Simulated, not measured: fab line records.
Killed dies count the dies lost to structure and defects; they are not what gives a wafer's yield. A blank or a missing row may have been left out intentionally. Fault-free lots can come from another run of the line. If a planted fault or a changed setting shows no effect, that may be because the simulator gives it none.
Struck lot and sound lot, side by side :: flow sfqLine :: 41 steps out of a route of 325
Sound: these wafers, L790.1, L790.4, L790.6. The struck wafers were L803.3, L803.4, L803.6. The cause is named last.
Order at every step that has rows: each side's tool, ch and its chambers, its first start. Under that, the readings that differ: sound wafers :: struck wafers :: difference of the means :: sigmas: that difference in standard deviations of wafers without a fault.
alike: words and numbers the same on both sides, and readings whose means are apart by under 2 such deviations; not compared: readings that were withheld, readings missing a value for some wafer, numbers with overlapping values and no deviation given by the record, and bounds like >300 which may hide the same value.
The two part at a step that has a row with sigmas, a row that says differs or no value, or rows on one side only. Non-overlapping numbers with no deviation appear without sigmas and do not part them. Lack of a reading on every wafer of one side parts them only where that side has two or more wafers.

first, 6 steps without rows for these wafers: SFQ_TRILAYER_I0_VIA_LITHO_COAT_036 (resist thk 62 nm); SFQ_TRILAYER_I0_VIA_LITHO_COAT_031 (resist thk 650 nm); SFQ_TRILAYER_I0_VIA_LITHO_SOFTBAKE_035; SFQ_TRILAYER_I0_VIA_LITHO_EXPOSE_032 (exposes mask I0, target cd 500 nm); SFQ_TRILAYER_I0_VIA_LITHO_PEB_034 (peb time 60 s); SFQ_TRILAYER_I0_VIA_LITHO_DEVELOP_033 (time 60 s).
SFQ_I0_OVL_MEAS_908:
  sound: overlay-01 at day 11 18:09; struck: overlay-01 at day 15 22:49
  alike: I0_OVL
then, 5 steps without rows for these wafers: SFQ_TRILAYER_I0_VIA_BARC_OPEN_VIA_ETCH_046 (etches BARC in O2, target depth 125 nm, time 41.7 s); SFQ_TRILAYER_I0_VIA_ETCH_VIA_ETCH_034 (etches SiO2 in CHF3, stops on Nb, target depth 260 nm); SFQ_TRILAYER_I0_VIA_STRIP_STRIP_035 (strips in O2); SFQ_TRILAYER_I0_VIA_STRIP_SOLV_CLEAN_036 (cleans in NMP, time 600 s); SFQ_TRILAYER_M1_DEP_PRE_CLEAN_038 (time 22.5 s).
SFQ_TRILAYER_M1_DEP_SPUTTER_037: material Nb, target thk 200 nm, time 133.3 s.
  sound: pvdSputter-03 at day 11 19:19; struck: pvdSputter-06 at day 15 23:48
reading: cathodeDcPowerW (W)
sound: 1999.6 1999.4 1999.7
struck: 2402.9 2403.6 2403.0
difference: +403.6
sigmas: +99 or more

reading: model.Nb_of_TRILAYER_M1_DEP_SPUTTER_037.thkNm (nm)
sound: 202.4 200.7 202
struck: 243.1 240.3 241.3
difference: +39.9
sigmas: 
  alike: chamberPressurePa, throttleValvePct
SFQ_M1_RS_MEAS_909: measurement is done with a four-point probe.
  sound: filmMetro-03 at day 11 19:25; struck: filmMetro-02 at day 16 00:13
reading: M1_NB_RS (ohm/sq)
sound: 0.876 0.885 0.882
struck: 0.732 0.740 0.738
difference: -0.144
sigmas: -12
  not compared: hold
then, 5 steps without rows for these wafers: SFQ_TRILAYER_M1_LITHO_COAT_039 (resist thk 600 nm); SFQ_TRILAYER_M1_LITHO_SOFTBAKE_043; SFQ_TRILAYER_M1_LITHO_EXPOSE_040 (exposes mask M1, target cd 500 nm); SFQ_TRILAYER_M1_LITHO_PEB_042 (peb time 60 s); SFQ_TRILAYER_M1_LITHO_DEVELOP_041 (time 60 s).
-- the record jumps here: 3 days lie between the struck wafers' starts before and after --
SFQ_M1_OVL_MEAS_911:
  sound: overlay-02 at day 14 14:25; struck: overlay-01 at day 18 17:34
  alike: M1_OVL
SFQ_TRILAYER_M1_BARC_OPEN_METAL_ETCH_054: etches BARC in O2, target depth 125 nm, time 41.7 s.
  sound on rieMetal-02 ch 0,1, day 14 14:26; struck on rieMetal-02 ch 0,1, day 18 17:37
  alike: drypumpMotorCurrentA, oesProductAu
  not compared: rfHoursCounterH
SFQ_TRILAYER_M1_ETCH_METAL_ETCH_042: etches Nb in Cl2/Ar, stops on SiO2, target depth 240 nm, time 120 s.
  sound on rieMetal-02 ch 0,1, day 14 14:30; struck on rieMetal-02 ch 0,1, day 18 17:41
reading: oesProductAu (a.u.)
sound: 0.904 0.891 0.897
struck: 0.985 0.992 0.988
difference: +0.091
sigmas: +12
  alike: drypumpMotorCurrentA
  not compared: rfHoursCounterH
SFQ_TRILAYER_M1_STRIP_STRIP_043: strips in O2.
  sound on rieMetal-02 ch 0,1, day 14 14:38; struck on rieMetal-02 ch 0,1, day 18 17:59
  alike: drypumpMotorCurrentA, oesProductAu
  not compared: rfHoursCounterH
then, 2 steps without rows for these wafers: SFQ_TRILAYER_M1_STRIP_SOLV_CLEAN_044 (cleans in NMP, time 600 s); SFQ_TRILAYER_I1_DEP_PECVD_045 (deposits SiO2 from SiH4/N2O, time 111.11 s, target thk 500 nm).
SFQ_TRILAYER_I1_CMP_CMP_046: polishes SiO2.
  sound on cmp-01 ch 1,2, day 14 17:38; struck on cmp-02 ch 1,3, day 18 21:43
  alike: motorCurrentA, timeToEndpointS
SFQ_I1_BOW_MEAS_912:
  sound: filmMetro-04 at day 14 20:38; struck: filmMetro-03 at day 19 00:15
  alike: I1_BOW
then, 7 steps without rows for these wafers: SFQ_TRILAYER_I1_METRO_MEASURE_047; SFQ_TRILAYER_I1_VIA_LITHO_COAT_054 (resist thk 62 nm); SFQ_TRILAYER_I1_VIA_LITHO_COAT_049 (resist thk 650 nm); SFQ_TRILAYER_I1_VIA_LITHO_SOFTBAKE_053; SFQ_TRILAYER_I1_VIA_LITHO_EXPOSE_050 (exposes mask I1, target cd 500 nm); SFQ_TRILAYER_I1_VIA_LITHO_PEB_052 (peb time 60 s); SFQ_TRILAYER_I1_VIA_LITHO_DEVELOP_051 (time 60 s).
-- the record jumps here: 5 days lie between the struck wafers' starts before and after --
SFQ_I1_OVL_MEAS_913:
  sound: overlay-02 at day 19 06:08; struck: overlay-01 at day 24 06:31
  alike: I1_OVL
SFQ_TRILAYER_I1_VIA_BARC_OPEN_VIA_ETCH_071: etches BARC in O2, target depth 125 nm, time 41.7 s.
  sound on rieDiel-03 ch 0,1, day 19 06:10; struck on rieDiel-01 ch 0,2,3, day 24 06:32
reading: oesProductAu (a.u.)
sound: 0.683 0.677 0.683
struck: 0.691 0.693 0.697
difference: +0.013
sigmas: +3
  alike: drypumpMotorCurrentA
  not compared: rfHoursCounterH
then, 1 step without rows for these wafers: SFQ_TRILAYER_I1_VIA_ETCH_VIA_ETCH_052 (etches SiO2 in CHF3, stops on Nb, target depth 260 nm).
SFQ_TRILAYER_I1_VIA_STRIP_STRIP_053: strips in O2.
  sound on rieMetal-04 ch 0,1, day 19 06:19; struck on rieMetal-01 ch 0,1, day 24 06:53
  alike: drypumpMotorCurrentA, oesProductAu
  not compared: rfHoursCounterH
then, 2 steps without rows for these wafers: SFQ_TRILAYER_I1_VIA_STRIP_SOLV_CLEAN_054 (cleans in NMP, time 600 s); SFQ_TRILAYER_M2_DEP_PRE_CLEAN_056 (time 22.5 s).
-- the record jumps here: 53 days lie between the struck wafers' starts before and after --
SFQ_M8_BOW_MEAS_951:
  sound: filmMetro-02 at day 71 21:22; struck: filmMetro-04 at day 77 05:55
reading: model.etest.m1.ohmSq
sound: 0.8787 0.8864 0.8807
struck: 0.7316 0.7403 0.7372
difference: -0.1456
sigmas: 
  alike: M8_BOW
  not compared: model.etest.m1.combLog10Ohm, model.etest.m1.ohmUm, model.etest.i0.linkOhm, model.etest.i1.linkOhm

## WHERE THEY PART
First at SFQ_TRILAYER_M1_DEP_SPUTTER_037; last, within this record, at SFQ_TRILAYER_I1_VIA_BARC_OPEN_VIA_ETCH_071. Later steps at which nothing parts them and some readings are alike: SFQ_TRILAYER_I1_VIA_STRIP_STRIP_053, SFQ_M8_BOW_MEAS_951.

WHY: what had been put in by the simulator
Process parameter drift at SFQ_TRILAYER_M1_DEP_SPUTTER_037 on pvdSputter-06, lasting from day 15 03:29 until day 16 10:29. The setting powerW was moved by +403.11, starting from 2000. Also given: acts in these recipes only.
